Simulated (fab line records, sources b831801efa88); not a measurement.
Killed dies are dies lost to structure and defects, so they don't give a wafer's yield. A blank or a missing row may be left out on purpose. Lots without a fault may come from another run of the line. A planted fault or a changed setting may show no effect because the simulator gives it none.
Chamber matching | flow gf180mcu | GF_V5_CMP_04 on cmp-02: 4 sister chambers
The step polishes SiO2. 18 wafers are shown with their chamber, then 8 later ones without.

WAFERS WITH THEIR CHAMBER
wafer  | chamber | motor_current_A (A)
L879.1 | 1       | 10.1
L879.5 | 1       | 9.9
L880.2 | 1       | 9.6
L880.3 | 0       | 13.5
L880.4 | 2       | 14.6
L881.3 | 1       | 9.8
L881.4 | 2       | 14.4
L881.5 | 1       | 10.3
L883.1 | 2       | 14.2
L883.2 | 1       | 9.9
L883.4 | 0       | 13.0
L884.1 | 2       | 14.2
L884.4 | 1       | 9.6
L884.5 | 2       | 14.6
L889.2 | 3       | 11.4
L889.3 | 1       | 10.4
L889.5 | 2       | 14.0
L890.1 | 2       | 14.1

SIGNATURES (means of the wafers above)
reading         | chamber 0 | chamber 1 | chamber 2 | chamber 3 | scatter within a chamber
motor_current_A | 13.250    | 9.950     | 14.300    | 11.400    | 0.278
Rule: a wafer's distance from a chamber is the root of the sum, over the readings, of the square of ((its reading less the chamber's mean) divided by the reading's scatter). The wafer belongs to the nearest chamber; if the next one is less than 2 further off, it can't be placed. The scatter: the root of (the sum of the squares of (reading less its chamber's mean) over the shown wafers, divided by (wafers less chambers)).

WAFERS WITHOUT THEIR CHAMBER
wafer  | motor_current_A (A)
L890.4 | 13.5
L890.6 | 12.7
L898.1 | 10.3
L898.3 | 12.9
L898.5 | 15.0
L902.3 | 9.9
L902.5 | 10.1
L902.6 | 14.2

WHICH CHAMBER EACH WENT THROUGH
wafer  | from the rows above     | in truth
L890.4 | can't be placed: 0 or 2 | 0
L890.6 | 0                       | 0
L898.1 | 1                       | 1
L898.3 | 0                       | 0
L898.5 | 2                       | 2
L902.3 | 1                       | 1
L902.5 | 1                       | 1
L902.6 | 2                       | 2
Placed correctly: 7 of 8. Can't be placed from these rows: 1 (the true chamber is among the candidates in 1). Placed wrongly: 0.
